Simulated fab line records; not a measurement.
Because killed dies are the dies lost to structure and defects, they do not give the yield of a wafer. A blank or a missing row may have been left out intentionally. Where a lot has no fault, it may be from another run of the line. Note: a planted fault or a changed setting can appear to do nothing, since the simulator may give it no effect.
What tool caused it? :: flow sky130 :: Sampling: 12 lots, 36 wafers, 5 of 708 route steps

== WHAT THE GAUGES READ, wafer by wafer ==
SKY_CAP2M_THK_MEAS_01. Usual: CAP2M_CVD_00_THK gives 15.53 nm (standard deviation 0.24).
lot: L566
measured: day 39 18:58
on: filmMetro-04
CAP2M_CVD_00_THK (nm): 15.36 15.25 15.89
flag: 

lot: L568
measured: day 40 07:21
on: filmMetro-01
CAP2M_CVD_00_THK (nm): 15.76 15.46 15.86
flag: 

lot: L569
measured: day 40 18:16
on: filmMetro-02
CAP2M_CVD_00_THK (nm): 15.68 15.68 15.66
flag: 

lot: L571
measured: day 41 11:55
on: filmMetro-01
CAP2M_CVD_00_THK (nm): 15.44 15.69 15.52
flag: 

lot: L576
measured: day 42 19:58
on: filmMetro-02
CAP2M_CVD_00_THK (nm): 15.37 15.40 16.09
flag: 

lot: L578
measured: day 43 09:02
on: filmMetro-02
CAP2M_CVD_00_THK (nm): 15.22 15.38 15.78
flag: 

lot: L582
measured: day 44 13:07
on: filmMetro-04
CAP2M_CVD_00_THK (nm): 15.27 15.59 15.63
flag: 

lot: L584
measured: day 45 00:46
on: filmMetro-01
CAP2M_CVD_00_THK (nm): 15.48 15.73 15.85
flag: 

lot: L586
measured: day 45 12:22
on: filmMetro-04
CAP2M_CVD_00_THK (nm): 15.37 15.43 15.68
flag: 

lot: L587
measured: day 46 00:35
on: filmMetro-02
CAP2M_CVD_00_THK (nm): 15.30 15.10 15.40
flag: 

lot: L589
measured: day 46 12:56
on: filmMetro-02
CAP2M_CVD_00_THK (nm): 15.13 15.51 15.30
flag: 

lot: L588
measured: day 46 13:37
on: filmMetro-02
CAP2M_CVD_00_THK (nm): 15.36 15.19 15.30
flag: 

== WHICH TOOL RAN EACH LOT (tool, then ch and the chambers of the sampled wafers, then the start) ==
lot: L566
SKY_LOCAL_INTERCONNECT_COAT_05: lithoTrack-04 ch 0, day 29 15:26
SKY_LOCAL_INTERCONNECT_ETCH_13: rieMetal-01 ch 0,1, day 30 06:14
SKY_METAL1_SPUTTER_00: pvdSputter-04, day 31 13:47
SKY_VIA3_ETCH_14: rieDiel-04 ch 0,2, day 39 17:26

lot: L568
SKY_LOCAL_INTERCONNECT_COAT_05: lithoTrack-02 ch 0, day 30 07:17
SKY_LOCAL_INTERCONNECT_ETCH_13: rieMetal-04 ch 0,1, day 30 21:35
SKY_METAL1_SPUTTER_00: pvdSputter-04, day 32 04:52
SKY_VIA3_ETCH_14: rieDiel-04 ch 0,1, day 40 05:41

lot: L569
SKY_LOCAL_INTERCONNECT_COAT_05: lithoTrack-03 ch 0, day 30 20:44
SKY_LOCAL_INTERCONNECT_ETCH_13: rieMetal-02 ch 0,1, day 31 11:31
SKY_METAL1_SPUTTER_00: pvdSputter-03, day 32 18:24
SKY_VIA3_ETCH_14: rieDiel-03 ch 0,2,3, day 40 16:34

lot: L571
SKY_LOCAL_INTERCONNECT_COAT_05: lithoTrack-02 ch 0, day 31 17:49
SKY_LOCAL_INTERCONNECT_ETCH_13: rieMetal-04 ch 0,1, day 32 08:17
SKY_METAL1_SPUTTER_00: pvdSputter-04, day 33 14:48
SKY_VIA3_ETCH_14: rieDiel-03 ch 1,2,3, day 41 10:20

lot: L576
SKY_LOCAL_INTERCONNECT_COAT_05: lithoTrack-02 ch 0, day 33 06:46
SKY_LOCAL_INTERCONNECT_ETCH_13: rieMetal-01 ch 0, day 33 19:59
SKY_METAL1_SPUTTER_00: pvdSputter-03, day 35 00:27
SKY_VIA3_ETCH_14: rieDiel-03 ch 0,1,3, day 42 18:25

lot: L578
SKY_LOCAL_INTERCONNECT_COAT_05: lithoTrack-02 ch 0, day 33 20:55
SKY_LOCAL_INTERCONNECT_ETCH_13: rieMetal-01 ch 0,1, day 34 10:08
SKY_METAL1_SPUTTER_00: pvdSputter-03, day 35 15:16
SKY_VIA3_ETCH_14: rieDiel-04 ch 0,3, day 43 07:26

lot: L582
SKY_LOCAL_INTERCONNECT_COAT_05: lithoTrack-03 ch 0, day 35 04:28
SKY_LOCAL_INTERCONNECT_ETCH_13: rieMetal-04 ch 0,1, day 35 18:14
SKY_METAL1_SPUTTER_00: pvdSputter-03, day 36 23:35
SKY_VIA3_ETCH_14: rieDiel-04 ch 2,3, day 44 11:26

lot: L584
SKY_LOCAL_INTERCONNECT_COAT_05: lithoTrack-04 ch 0, day 35 20:41
SKY_LOCAL_INTERCONNECT_ETCH_13: rieMetal-04 ch 0,1, day 36 10:25
SKY_METAL1_SPUTTER_00: pvdSputter-02, day 37 15:21
SKY_VIA3_ETCH_14: rieDiel-04 ch 1,2,3, day 44 23:14

lot: L586
SKY_LOCAL_INTERCONNECT_COAT_05: lithoTrack-04 ch 0, day 36 09:08
SKY_LOCAL_INTERCONNECT_ETCH_13: rieMetal-04 ch 0,1, day 36 22:45
SKY_METAL1_SPUTTER_00: pvdSputter-02, day 38 03:42
SKY_VIA3_ETCH_14: rieDiel-04 ch 0,3, day 45 10:46

lot: L587
SKY_LOCAL_INTERCONNECT_COAT_05: lithoTrack-02 ch 0, day 36 23:25
SKY_LOCAL_INTERCONNECT_ETCH_13: rieMetal-02 ch 0,1, day 37 13:34
SKY_METAL1_SPUTTER_00: pvdSputter-02, day 38 18:41
SKY_VIA3_ETCH_14: rieDiel-03 ch 0,2,3, day 45 22:56

lot: L589
SKY_LOCAL_INTERCONNECT_COAT_05: lithoTrack-02 ch 0, day 37 16:46
SKY_LOCAL_INTERCONNECT_ETCH_13: rieMetal-01 ch 0,1, day 38 06:22
SKY_METAL1_SPUTTER_00: pvdSputter-03, day 39 10:19
SKY_VIA3_ETCH_14: rieDiel-02 ch 0,2, day 46 11:23

lot: L588
SKY_LOCAL_INTERCONNECT_COAT_05: lithoTrack-02 ch 0, day 37 17:31
SKY_LOCAL_INTERCONNECT_ETCH_13: rieMetal-02 ch 0,1, day 38 06:56
SKY_METAL1_SPUTTER_00: pvdSputter-02, day 39 10:39
SKY_VIA3_ETCH_14: rieDiel-04 ch 0,1,2, day 46 12:01
- SKY_LOCAL_INTERCONNECT_COAT_05: resist thk 60 nm.
- SKY_LOCAL_INTERCONNECT_ETCH_13: etches BARC in N2/H2, stops on SiO2, time 45.9 s, target depth 60 nm.
- SKY_METAL1_SPUTTER_00: material Ti, target thk 15 nm, time 10 s.
- SKY_VIA3_ETCH_14: etches BARC in N2/H2, stops on SiO2, time 45.9 s, target depth 60 nm.

== WHAT THE TOOLS THEMSELVES READ (means of the sampled wafers that have a number; where no wafer has one, the mark that the record gives instead) ==
SKY_LOCAL_INTERCONNECT_COAT_05. Usual: spinSpeedRpm reads 2999.8 rpm (standard deviation 2.3).
lot: L566
tool: lithoTrack-04
spinSpeedRpm (rpm): 3000.4
flag: 

lot: L568
tool: lithoTrack-02
spinSpeedRpm (rpm): 3000.8
flag: 

lot: L569
tool: lithoTrack-03
spinSpeedRpm (rpm): 2997.3
flag: 

lot: L571
tool: lithoTrack-02
spinSpeedRpm (rpm): 2999.4
flag: 

lot: L576
tool: lithoTrack-02
spinSpeedRpm (rpm): 2999.7
flag: 

lot: L578
tool: lithoTrack-02
spinSpeedRpm (rpm): 2997.7
flag: 

lot: L582
tool: lithoTrack-03
spinSpeedRpm (rpm): 2999.7
flag: 

lot: L584
tool: lithoTrack-04
spinSpeedRpm (rpm): 3001.4
flag: 

lot: L586
tool: lithoTrack-04
spinSpeedRpm (rpm): 3000.5
flag: 

lot: L587
tool: lithoTrack-02
spinSpeedRpm (rpm): 2998.7
flag: 

lot: L589
tool: lithoTrack-02
spinSpeedRpm (rpm): 3001.2
flag: 

lot: L588
tool: lithoTrack-02
spinSpeedRpm (rpm): 3002.5
flag: 

SKY_LOCAL_INTERCONNECT_ETCH_13. Usual: drypumpMotorCurrentA 5.9 A, standard deviation 0.44; oesProductAu 0.854 a.u., standard deviation 0.0051; throttleValvePct 13.224 %, standard deviation 0.0088.
lot: L566
tool: rieMetal-01
drypumpMotorCurrentA (A): 5.4
oesProductAu (a.u.): 0.854
throttleValvePct (%): 13.225
flag: 

lot: L568
tool: rieMetal-04
drypumpMotorCurrentA (A): 6.3
oesProductAu (a.u.): 0.852
throttleValvePct (%): 13.227
flag: 

lot: L569
tool: rieMetal-02
drypumpMotorCurrentA (A): 5.7
oesProductAu (a.u.): 0.857
throttleValvePct (%): 13.227
flag: 

lot: L571
tool: rieMetal-04
drypumpMotorCurrentA (A): 6.3
oesProductAu (a.u.): 0.849
throttleValvePct (%): 13.225
flag: 

lot: L576
tool: rieMetal-01
drypumpMotorCurrentA (A): 5.9
oesProductAu (a.u.): 0.867
throttleValvePct (%): 13.222
flag: 

lot: L578
tool: rieMetal-01
drypumpMotorCurrentA (A): 5.4
oesProductAu (a.u.): 0.869
throttleValvePct (%): 13.236
flag: 

lot: L582
tool: rieMetal-04
drypumpMotorCurrentA (A): 6.3
oesProductAu (a.u.): 0.851
throttleValvePct (%): 13.228
flag: 

lot: L584
tool: rieMetal-04
drypumpMotorCurrentA (A): 6.3
oesProductAu (a.u.): 0.851
throttleValvePct (%): 13.229
flag: 

lot: L586
tool: rieMetal-04
drypumpMotorCurrentA (A): 6.2
oesProductAu (a.u.): 0.858
throttleValvePct (%): 13.218
flag: 

lot: L587
tool: rieMetal-02
drypumpMotorCurrentA (A): 5.6
oesProductAu (a.u.): 0.853
throttleValvePct (%): 13.221
flag: 

lot: L589
tool: rieMetal-01
drypumpMotorCurrentA (A): 5.6
oesProductAu (a.u.): 0.849
throttleValvePct (%): 13.222
flag: 

lot: L588
tool: rieMetal-02
drypumpMotorCurrentA (A): 5.6
oesProductAu (a.u.): 0.856
throttleValvePct (%): 13.222
flag: 

SKY_METAL1_SPUTTER_00. Usual: throttleValvePct reads 29.7 % (standard deviation 1).
lot: L566
tool: pvdSputter-04
throttleValvePct (%): 30.6
flag: 

lot: L568
tool: pvdSputter-04
throttleValvePct (%): 30.2
flag: 

lot: L569
tool: pvdSputter-03
throttleValvePct (%): 29.7
flag: 

lot: L571
tool: pvdSputter-04
throttleValvePct (%): 30.1
flag: 

lot: L576
tool: pvdSputter-03
throttleValvePct (%): 29.7
flag: 

lot: L578
tool: pvdSputter-03
throttleValvePct (%): 29.8
flag: 

lot: L582
tool: pvdSputter-03
throttleValvePct (%): 30.3
flag: 

lot: L584
tool: pvdSputter-02
throttleValvePct (%): 28.6
flag: 

lot: L586
tool: pvdSputter-02
throttleValvePct (%): 28.9
flag: 

lot: L587
tool: pvdSputter-02
throttleValvePct (%): 28.5
flag: 

lot: L589
tool: pvdSputter-03
throttleValvePct (%): 29.3
flag: 

lot: L588
tool: pvdSputter-02
throttleValvePct (%): 28.9
flag: 

SKY_VIA3_ETCH_14. Usual: drypumpMotorCurrentA 5.7 A, standard deviation 0.51; oesProductAu 0.855 a.u., standard deviation 0.0053; throttleValvePct 13.225 %, standard deviation 0.009.
lot: L566
tool: rieDiel-04
drypumpMotorCurrentA (A): 5.4
oesProductAu (a.u.): 0.854
throttleValvePct (%): 13.218
flag: 

lot: L568
tool: rieDiel-04
drypumpMotorCurrentA (A): 6.0
oesProductAu (a.u.): 0.856
throttleValvePct (%): 13.214
flag: 

lot: L569
tool: rieDiel-03
drypumpMotorCurrentA (A): 5.6
oesProductAu (a.u.): 0.855
throttleValvePct (%): 13.216
flag: 

lot: L571
tool: rieDiel-03
drypumpMotorCurrentA (A): 5.7
oesProductAu (a.u.): 0.855
throttleValvePct (%): 13.233
flag: 

lot: L576
tool: rieDiel-03
drypumpMotorCurrentA (A): 5.9
oesProductAu (a.u.): 0.854
throttleValvePct (%): 13.219
flag: 

lot: L578
tool: rieDiel-04
drypumpMotorCurrentA (A): 5.9
oesProductAu (a.u.): 0.852
throttleValvePct (%): 13.236
flag: 

lot: L582
tool: rieDiel-04
drypumpMotorCurrentA (A): 5.6
oesProductAu (a.u.): 0.851
throttleValvePct (%): 13.222
flag: 

lot: L584
tool: rieDiel-04
drypumpMotorCurrentA (A): 5.9
oesProductAu (a.u.): 0.853
throttleValvePct (%): 13.227
flag: 

lot: L586
tool: rieDiel-04
drypumpMotorCurrentA (A): 5.9
oesProductAu (a.u.): 0.857
throttleValvePct (%): 13.225
flag: 

lot: L587
tool: rieDiel-03
drypumpMotorCurrentA (A): 5.6
oesProductAu (a.u.): 0.853
throttleValvePct (%): 13.227
flag: 

lot: L589
tool: rieDiel-02
drypumpMotorCurrentA (A): 5.2
oesProductAu (a.u.): 0.857
throttleValvePct (%): 13.236
flag: 

lot: L588
tool: rieDiel-04
drypumpMotorCurrentA (A): 5.7
oesProductAu (a.u.): 0.855
throttleValvePct (%): 13.237
flag: 

== THE ANSWER, worked out from the rows above alone ==
Rule: a lot is off if the mean of its wafers that have a number lies more than 3 standard deviations from the usual mean. A lot without any number at a reading at which 4 lots or more have one is off too. The other lots that the step has rows for count as sound. The gauges are gone through in route order, then the tools' own readings, and for those a lot's mean is taken as printed above. At the first step where some lot is off, the reading lying furthest off is the one used; lots without a number count as furthest.
Across all readings shown, no lot is off: no conclusion can be drawn from this.

== WHAT WAS PUT IN BY THE SIMULATOR ==
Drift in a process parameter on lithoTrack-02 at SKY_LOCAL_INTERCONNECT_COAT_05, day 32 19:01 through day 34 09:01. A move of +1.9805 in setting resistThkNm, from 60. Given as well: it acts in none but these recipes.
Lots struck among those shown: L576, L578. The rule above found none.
